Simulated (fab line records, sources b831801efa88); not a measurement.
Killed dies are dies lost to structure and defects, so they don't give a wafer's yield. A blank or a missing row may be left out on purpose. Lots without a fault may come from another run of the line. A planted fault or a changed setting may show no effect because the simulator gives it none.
Which tool did it? | flow gf180mcu | 6 lots, 18 wafers sampled, at 2 steps of a route of 602

WHAT THE GAUGES READ, wafer by wafer
GF_V5_THK_MEAS_25: measures by xrf.
lot  | measured     | on            | V5_W_THK (nm)
L153 | day 28 00:39 | film_metro-02 | 348 343 347
L155 | day 29 02:40 | film_metro-01 | 352 351 352
L157 | day 29 08:35 | film_metro-04 | 348 354 348
L162 | day 31 01:22 | film_metro-01 | 349 343 340
L168 | day 32 09:49 | film_metro-01 | 350 350 349
L174 | day 34 04:13 | film_metro-02 | 353 355 356

WHICH TOOL RAN EACH LOT (tool, then ch and the chambers of the sampled wafers, then the start)
lot  | GF_V5_STRIP_18
L153 | plasma_asher-03 ch 0,1, day 27 23:45
L155 | plasma_asher-02 ch 0,1, day 29 01:48
L157 | plasma_asher-02 ch 0,1, day 29 07:35
L162 | plasma_asher-01 ch 0,1, day 31 00:30
L168 | plasma_asher-02 ch 0,1, day 32 08:54
L174 | plasma_asher-03 ch 0,1, day 34 03:18
- GF_V5_STRIP_18: strips in O2/N2.

THE ANSWER, worked out from the rows above alone
Rule: what is usual is taken from the lots themselves. Put in order of their means at a reading, lots are off if they are a third of the lots or fewer, leave a main group of 4 or more, and stand apart from it by a gap of 3 or more times the standard deviation of the main group's means; of several such gaps the widest counts. A main group whose means are all the same, to the digits that the tables above print for the reading, isn't used. A lot without any number at a reading at which 4 lots or more have one is off too. The other lots that the step has rows for count as sound.
No lot is off at any reading shown: from this, nothing can be told.

WHAT THE SIMULATOR HAD PUT IN
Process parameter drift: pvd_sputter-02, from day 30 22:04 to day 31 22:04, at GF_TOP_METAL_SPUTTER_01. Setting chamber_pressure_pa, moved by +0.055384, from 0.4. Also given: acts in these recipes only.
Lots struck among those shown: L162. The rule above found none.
